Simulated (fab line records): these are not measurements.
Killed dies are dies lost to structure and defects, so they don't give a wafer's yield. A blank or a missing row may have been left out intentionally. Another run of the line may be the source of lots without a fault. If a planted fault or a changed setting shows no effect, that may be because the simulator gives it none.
Which of the tools did it? || flow sky130 || 13 lots, 39 wafers sampled, at 5 steps of a route of 708

WHAT EACH GAUGE READ, for each wafer
SKY_PWDE_OVL_MEAS_07. Usual: PWDE_OVL gives -1.0 nm (standard deviation 1.4).
{"lot": "L416", "measured": "day 2 18:01", "on": "overlay-01", "PWDE_OVL (nm)": "-2.4 -2.0 -2.3", "flag": ""}
{"lot": "L419", "measured": "day 4 07:58", "on": "overlay-01", "PWDE_OVL (nm)": "-2.1 -2.5 -2.6", "flag": ""}
{"lot": "L424", "measured": "day 5 18:46", "on": "overlay-01", "PWDE_OVL (nm)": "0.6 0.5 -1.6", "flag": ""}
{"lot": "L428", "measured": "day 6 17:40", "on": "overlay-02", "PWDE_OVL (nm)": "-1.6 0.5 -0.6", "flag": ""}
{"lot": "L429", "measured": "day 6 23:35", "on": "overlay-01", "PWDE_OVL (nm)": "-2.1 -0.3 -0.8", "flag": ""}
{"lot": "L430", "measured": "day 7 02:46", "on": "overlay-01", "PWDE_OVL (nm)": "-0.5 -1.4 -0.2", "flag": ""}
{"lot": "L433", "measured": "day 8 03:25", "on": "overlay-01", "PWDE_OVL (nm)": "-2.1 -1.6 -1.8", "flag": ""}
{"lot": "L434", "measured": "day 8 06:23", "on": "overlay-01", "PWDE_OVL (nm)": "0.5 0.9 0.3", "flag": ""}
{"lot": "L435", "measured": "day 8 10:43", "on": "overlay-01", "PWDE_OVL (nm)": "-2.4 -0.1 -1.3", "flag": ""}
{"lot": "L436", "measured": "day 8 23:49", "on": "overlay-02", "PWDE_OVL (nm)": "-1.9 -2.5 -2.9", "flag": ""}
{"lot": "L438", "measured": "day 9 12:28", "on": "overlay-02", "PWDE_OVL (nm)": "0.2 -0.7 -0.4", "flag": ""}
{"lot": "L437", "measured": "day 9 13:07", "on": "overlay-02", "PWDE_OVL (nm)": "-0.4 -0.3 0.4", "flag": ""}
{"lot": "L439", "measured": "day 9 21:07", "on": "overlay-02", "PWDE_OVL (nm)": "-0.5 -0.6 -0.8", "flag": ""}

SKY_VT_ADJUST_HVTP_CD_MEAS_07 targets a cd of 380 nm. Usual: cd-nm 379.9 nm, standard deviation 2.7.
{"lot": "L416", "measured": "day 4 20:40", "on": "cd-sem-02", "cd-nm (nm)": "380.4 379.0 379.6", "flag": ""}
{"lot": "L419", "measured": "day 6 17:24", "on": "cd-sem-01", "cd-nm (nm)": "380.7 381.2 381.4", "flag": ""}
{"lot": "L424", "measured": "day 8 06:46", "on": "cd-sem-01", "cd-nm (nm)": "379.9 377.9 378.0", "flag": ""}
{"lot": "L428", "measured": "day 9 09:19", "on": "cd-sem-02", "cd-nm (nm)": "376.5 377.0 376.5", "flag": ""}
{"lot": "L429", "measured": "day 9 14:02", "on": "cd-sem-01", "cd-nm (nm)": "378.8 378.0 378.9", "flag": ""}
{"lot": "L430", "measured": "day 9 20:15", "on": "cd-sem-01", "cd-nm (nm)": "379.4 377.8 380.6", "flag": ""}
{"lot": "L433", "measured": "day 10 23:02", "on": "cd-sem-02", "cd-nm (nm)": "382.3 385.9 382.2", "flag": ""}
{"lot": "L434", "measured": "day 11 03:50", "on": "cd-sem-01", "cd-nm (nm)": "379.2 379.4 382.5", "flag": ""}
{"lot": "L435", "measured": "day 11 09:45", "on": "cd-sem-01", "cd-nm (nm)": "379.4 376.7 377.9", "flag": ""}
{"lot": "L436", "measured": "day 11 23:31", "on": "cd-sem-01", "cd-nm (nm)": "383.0 384.6 383.3", "flag": ""}
{"lot": "L438", "measured": "day 12 14:06", "on": "cd-sem-01", "cd-nm (nm)": "379.6 381.9 377.0", "flag": ""}
{"lot": "L437", "measured": "day 12 14:59", "on": "cd-sem-01", "cd-nm (nm)": "380.6 383.1 379.3", "flag": ""}
{"lot": "L439", "measured": "day 13 00:28", "on": "cd-sem-02", "cd-nm (nm)": "380.5 378.1 379.2", "flag": ""}

SKY_VT_ADJUST_HVTP_TW_MEAS_11. Usual: VT_ADJUST_HVTP_TW gives 1367 (standard deviation 13).
{"lot": "L416", "measured": "day 4 21:04", "on": "film-metro-03", "VT_ADJUST_HVTP_TW": "1354 1346 1360", "flag": ""}
{"lot": "L419", "measured": "day 6 17:49", "on": "film-metro-04", "VT_ADJUST_HVTP_TW": "1526 1521 1516", "flag": "OFF"}
{"lot": "L424", "measured": "day 8 07:10", "on": "film-metro-02", "VT_ADJUST_HVTP_TW": "1552 1556 1550", "flag": "OFF"}
{"lot": "L428", "measured": "day 9 09:44", "on": "film-metro-02", "VT_ADJUST_HVTP_TW": "1382 1381 1388", "flag": ""}
{"lot": "L429", "measured": "day 9 14:26", "on": "film-metro-04", "VT_ADJUST_HVTP_TW": "1364 1354 1353", "flag": ""}
{"lot": "L430", "measured": "day 9 20:40", "on": "film-metro-02", "VT_ADJUST_HVTP_TW": "1382 1386 1378", "flag": ""}
{"lot": "L433", "measured": "day 10 23:26", "on": "film-metro-04", "VT_ADJUST_HVTP_TW": "1374 1369 1374", "flag": ""}
{"lot": "L434", "measured": "day 11 04:14", "on": "film-metro-03", "VT_ADJUST_HVTP_TW": "1351 1350 1346", "flag": ""}
{"lot": "L435", "measured": "day 11 10:10", "on": "film-metro-04", "VT_ADJUST_HVTP_TW": "1361 1363 1360", "flag": ""}
{"lot": "L436", "measured": "day 11 23:56", "on": "film-metro-02", "VT_ADJUST_HVTP_TW": "1369 1376 1372", "flag": ""}
{"lot": "L438", "measured": "day 12 14:31", "on": "film-metro-02", "VT_ADJUST_HVTP_TW": "1375 1371 1372", "flag": ""}
{"lot": "L437", "measured": "day 12 15:23", "on": "film-metro-02", "VT_ADJUST_HVTP_TW": "1367 1386 1376", "flag": ""}
{"lot": "L439", "measured": "day 13 00:52", "on": "film-metro-04", "VT_ADJUST_HVTP_TW": "1358 1364 1367", "flag": ""}

SKY_VT_ADJUST_HVTR_OVL_MEAS_08. Usual: VT_ADJUST_HVTR_OVL gives -0.2 nm (standard deviation 1.4).
{"lot": "L416", "measured": "day 8 01:53", "on": "overlay-01", "VT_ADJUST_HVTR_OVL (nm)": "0.4 -1.4 -1.8", "flag": ""}
{"lot": "L419", "measured": "day 10 07:02", "on": "overlay-01", "VT_ADJUST_HVTR_OVL (nm)": "0.5 -1.8 -0.1", "flag": ""}
{"lot": "L424", "measured": "day 12 04:11", "on": "overlay-01", "VT_ADJUST_HVTR_OVL (nm)": "-0.3 -1.0 0.2", "flag": ""}
{"lot": "L428", "measured": "day 13 10:58", "on": "overlay-01", "VT_ADJUST_HVTR_OVL (nm)": "0.4 -1.5 -2.0", "flag": ""}
{"lot": "L429", "measured": "day 13 18:05", "on": "overlay-02", "VT_ADJUST_HVTR_OVL (nm)": "-1.4 -0.7 -1.3", "flag": ""}
{"lot": "L430", "measured": "day 13 23:46", "on": "overlay-01", "VT_ADJUST_HVTR_OVL (nm)": "-2.3 -2.7 -1.2", "flag": ""}
{"lot": "L433", "measured": "day 15 04:59", "on": "overlay-01", "VT_ADJUST_HVTR_OVL (nm)": "-0.6 -1.6 -1.0", "flag": ""}
{"lot": "L434", "measured": "day 15 11:59", "on": "overlay-01", "VT_ADJUST_HVTR_OVL (nm)": "-0.3 0.7 0.5", "flag": ""}
{"lot": "L435", "measured": "day 15 18:05", "on": "overlay-02", "VT_ADJUST_HVTR_OVL (nm)": "-1.5 -4.3 -1.6", "flag": ""}
{"lot": "L436", "measured": "day 16 08:26", "on": "overlay-01", "VT_ADJUST_HVTR_OVL (nm)": "0.6 1.3 1.0", "flag": ""}
{"lot": "L438", "measured": "day 17 02:38", "on": "overlay-01", "VT_ADJUST_HVTR_OVL (nm)": "-1.1 -1.0 -1.9", "flag": ""}
{"lot": "L437", "measured": "day 17 03:47", "on": "overlay-02", "VT_ADJUST_HVTR_OVL (nm)": "0.3 -0.2 -0.3", "flag": ""}
{"lot": "L439", "measured": "day 17 11:55", "on": "overlay-02", "VT_ADJUST_HVTR_OVL (nm)": "0.0 0.3 -0.3", "flag": ""}

WHAT TOOL EACH LOT RAN ON (gives the tool, then ch and the chambers of the sampled wafers, and finally the start)
{"lot": "L416", "SKY_VT_ADJUST_HVTP_IMPLANT_09": "implanter-01 ch 0, day 4 20:49"}
{"lot": "L419", "SKY_VT_ADJUST_HVTP_IMPLANT_09": "implanter-01 ch 0, day 6 17:34"}
{"lot": "L424", "SKY_VT_ADJUST_HVTP_IMPLANT_09": "implanter-01 ch 0, day 8 06:56"}
{"lot": "L428", "SKY_VT_ADJUST_HVTP_IMPLANT_09": "implanter-04 ch 0, day 9 09:29"}
{"lot": "L429", "SKY_VT_ADJUST_HVTP_IMPLANT_09": "implanter-04 ch 0, day 9 14:11"}
{"lot": "L430", "SKY_VT_ADJUST_HVTP_IMPLANT_09": "implanter-03 ch 0, day 9 20:25"}
{"lot": "L433", "SKY_VT_ADJUST_HVTP_IMPLANT_09": "implanter-03 ch 0, day 10 23:11"}
{"lot": "L434", "SKY_VT_ADJUST_HVTP_IMPLANT_09": "implanter-04 ch 0, day 11 03:59"}
{"lot": "L435", "SKY_VT_ADJUST_HVTP_IMPLANT_09": "implanter-03 ch 0, day 11 09:55"}
{"lot": "L436", "SKY_VT_ADJUST_HVTP_IMPLANT_09": "implanter-04 ch 0, day 11 23:41"}
{"lot": "L438", "SKY_VT_ADJUST_HVTP_IMPLANT_09": "implanter-01 ch 0, day 12 14:16"}
{"lot": "L437", "SKY_VT_ADJUST_HVTP_IMPLANT_09": "implanter-03 ch 0, day 12 15:08"}
{"lot": "L439", "SKY_VT_ADJUST_HVTP_IMPLANT_09": "implanter-03 ch 0, day 13 00:37"}
- SKY_VT_ADJUST_HVTP_IMPLANT_09

WHAT THE TOOLS THEMSELVES READ (means of the sampled wafers that have a number; where no wafer has one, the mark that the record gives instead)
SKY_VT_ADJUST_HVTP_IMPLANT_09. Usual: dose-ions-cm2 4.3e+12, standard deviation 5.2e+09; faraday-current-uA 24.3, standard deviation 0.48.
{"lot": "L416", "tool": "implanter-01", "dose-ions-cm2": 4.3e+12, "faraday-current-uA": 24.3, "flag": ""}
{"lot": "L419", "tool": "implanter-01", "dose-ions-cm2": 6.2e+12, "faraday-current-uA": 35.5, "flag": "OFF"}
{"lot": "L424", "tool": "implanter-01", "dose-ions-cm2": 6.2e+12, "faraday-current-uA": 34.7, "flag": "OFF"}
{"lot": "L428", "tool": "implanter-04", "dose-ions-cm2": 4.3e+12, "faraday-current-uA": 24.2, "flag": ""}
{"lot": "L429", "tool": "implanter-04", "dose-ions-cm2": 4.3e+12, "faraday-current-uA": 24.1, "flag": ""}
{"lot": "L430", "tool": "implanter-03", "dose-ions-cm2": 4.3e+12, "faraday-current-uA": 24.6, "flag": ""}
{"lot": "L433", "tool": "implanter-03", "dose-ions-cm2": 4.3e+12, "faraday-current-uA": 24.5, "flag": ""}
{"lot": "L434", "tool": "implanter-04", "dose-ions-cm2": 4.3e+12, "faraday-current-uA": 24.7, "flag": ""}
{"lot": "L435", "tool": "implanter-03", "dose-ions-cm2": 4.3e+12, "faraday-current-uA": 24.3, "flag": ""}
{"lot": "L436", "tool": "implanter-04", "dose-ions-cm2": 4.3e+12, "faraday-current-uA": 24.7, "flag": ""}
{"lot": "L438", "tool": "implanter-01", "dose-ions-cm2": 4.3e+12, "faraday-current-uA": 24.7, "flag": ""}
{"lot": "L437", "tool": "implanter-03", "dose-ions-cm2": 4.3e+12, "faraday-current-uA": 24.0, "flag": ""}
{"lot": "L439", "tool": "implanter-03", "dose-ions-cm2": 4.3e+12, "faraday-current-uA": 24.6, "flag": ""}

THE ANSWER, worked out from the rows above alone
Rule: a lot counts as off when the mean over its wafers that have a number is more than 3 standard deviations away from the usual mean. Also off: a lot with no number at a reading for which 4 or more lots have one. Any other lot the step has rows for is counted as sound. After the gauges, taken in route order, come the tools' own readings; for these a lot's mean is taken, as printed above. The first step at which some lot is off is used, and at that step the reading that is off furthest; a lot without a number counts as furthest.
Off: L419, L424, at SKY_VT_ADJUST_HVTP_TW_MEAS_11 (VT_ADJUST_HVTP_TW).
A tool fits if, at a process step before that reading, it ran every lot that is off, and no sound lot after the first of them. Not tried: the gauges at SKY_VT_ADJUST_HVTP_TW_MEAS_11; whatever is off there is also off at SKY_VT_ADJUST_HVTP_IMPLANT_09, on other tools, and gauge error can't account for it. None of those tried fits.

WHAT WAS PUT IN BY THE SIMULATOR
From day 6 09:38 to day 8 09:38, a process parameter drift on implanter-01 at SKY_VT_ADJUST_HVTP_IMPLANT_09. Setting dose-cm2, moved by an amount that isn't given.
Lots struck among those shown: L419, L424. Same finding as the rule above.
